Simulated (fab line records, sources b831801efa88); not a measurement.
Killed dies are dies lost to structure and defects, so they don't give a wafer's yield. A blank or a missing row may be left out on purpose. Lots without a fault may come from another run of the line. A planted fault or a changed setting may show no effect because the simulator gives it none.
Tool commonality check | flow sky130 | 12 lots, 36 wafers sampled

WHY IT WAS OPENED
At SKY_SD_N_RS_MEAS_16 the reading SD_N_RS is flagged on 2 of 12 lots. Wafers without a fault read 68.56 ohm/sq, standard deviation 0.13.
Rule: a lot is flagged when every wafer of it that has a number lies more than 4 standard deviations from that mean, or none has a number. The other lots count as sound.

lot  | measured     | on            | SD_N_RS (ohm/sq), wafer by wafer | flag
L439 | day 27 21:18 | film_metro-01 | 68.48 68.40 68.33                |
L441 | day 29 06:43 | film_metro-01 | 68.34 68.58 68.38                |
L443 | day 29 23:04 | film_metro-04 | 68.67 68.55 68.55                |
L447 | day 30 19:08 | film_metro-04 | 68.64 68.51 68.41                |
L448 | day 31 09:05 | film_metro-04 | 68.63 68.59 68.67                |
L450 | day 32 00:17 | film_metro-04 | 68.71 68.65 68.56                |
L453 | day 33 02:07 | film_metro-04 | 67.24 67.30 67.37                | FLAGGED
L454 | day 33 12:25 | film_metro-04 | 68.63 68.56 68.64                |
L455 | day 34 11:07 | film_metro-02 | 67.23 67.12 67.12                | FLAGGED
L457 | day 34 12:01 | film_metro-04 | 68.35 68.55 68.48                |
L460 | day 35 04:05 | film_metro-04 | 68.72 68.53 68.60                |
L461 | day 35 08:27 | film_metro-01 | 68.55 68.57 68.32                |
The numbers of the flagged lots are 67.23 ohm/sq on average: -1.33 ohm/sq against the usual, or -10 standard deviations.

WHICH TOOL RAN EACH LOT
The record holds 2 process steps before the reading, out of a route of 708 steps. In each cell: the tool, then ch and the chambers that the sampled wafers went through, then the start.
lot  | flag    | SKY_SD_N_IMPLANT_09             | SKY_SD_N_STRIP_11
L439 |         | implanter-04 ch 0, day 27 20:37 | plasma_asher-04 ch 0,1, day 27 20:55
L441 |         | implanter-01 ch 0, day 29 06:01 | plasma_asher-03 ch 0,1, day 29 06:19
L443 |         | implanter-01 ch 0, day 29 22:23 | plasma_asher-04 ch 0,1, day 29 22:40
L447 |         | implanter-03 ch 0, day 30 18:27 | plasma_asher-03 ch 0,1, day 30 18:45
L448 |         | implanter-03 ch 0, day 31 08:23 | plasma_asher-03 ch 0,1, day 31 08:41
L450 |         | implanter-03 ch 0, day 31 23:35 | plasma_asher-03 ch 0,1, day 31 23:53
L453 | FLAGGED | implanter-01 ch 0, day 33 01:26 | plasma_asher-03 ch 0,1, day 33 01:44
L454 |         | implanter-03 ch 0, day 33 11:44 | plasma_asher-04 ch 0,1, day 33 12:00
L455 | FLAGGED | implanter-01 ch 0, day 34 10:26 | plasma_asher-04 ch 0,1, day 34 10:43
L457 |         | implanter-04 ch 0, day 34 11:20 | plasma_asher-01 ch 0, day 34 11:37
L460 |         | implanter-04 ch 0, day 35 03:23 | plasma_asher-01 ch 0, day 35 03:41
L461 |         | implanter-04 ch 0, day 35 07:46 | plasma_asher-04 ch 0,1, day 35 08:04
What these steps do:
- SKY_SD_N_IMPLANT_09
- SKY_SD_N_STRIP_11: strips in O2/N2.
- SKY_SD_N_RS_MEAS_16: measures by four-point-probe.

FLAGGED OVER TOTAL, TOOL BY TOOL (the gauges that took the reading come last)
step                | tool            | lots run | flagged | share of the flagged lots | sound lots run after its first flagged lot
SKY_SD_N_IMPLANT_09 | implanter-01    | 4        | 2       | all                       | 0
SKY_SD_N_IMPLANT_09 | implanter-03    | 4        | 0       | none                      | -
SKY_SD_N_IMPLANT_09 | implanter-04    | 4        | 0       | none                      | -
SKY_SD_N_STRIP_11   | plasma_asher-01 | 2        | 0       | none                      | -
SKY_SD_N_STRIP_11   | plasma_asher-03 | 5        | 1       | some                      | 0
SKY_SD_N_STRIP_11   | plasma_asher-04 | 5        | 1       | some                      | 1 (L461)
SKY_SD_N_RS_MEAS_16 | film_metro-01   | 3        | 0       | none                      | -
SKY_SD_N_RS_MEAS_16 | film_metro-02   | 1        | 1       | some                      | 0
SKY_SD_N_RS_MEAS_16 | film_metro-04   | 8        | 1       | some                      | 3 (L454,L457,L460)

WHAT THE TABLE ALLOWS
1 row of the table ran every flagged lot: implanter-01 at SKY_SD_N_IMPLANT_09.
- implanter-01 at SKY_SD_N_IMPLANT_09: 2 of its 4 lots flagged. Its last sound lot is L443 (day 29 22:23), its first flagged lot L453 (day 33 01:26): a fault that began between those two fits. Its own readings lie more than 4 standard deviations out on every wafer of the flagged lots: end_station_pressure_torr.
One tool is left: implanter-01 at SKY_SD_N_IMPLANT_09.

WHAT THE SIMULATOR HAD PUT IN
Process parameter drift: implanter-01, from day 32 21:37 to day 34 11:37, at SKY_SD_N_IMPLANT_09. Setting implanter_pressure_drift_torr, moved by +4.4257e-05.
Process parameter drift: implanter-01, from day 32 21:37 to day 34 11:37, at SKY_SD_N_IMPLANT_09. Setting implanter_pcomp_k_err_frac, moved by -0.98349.
Lots struck among those shown: L453, L455. The rule above found the same.
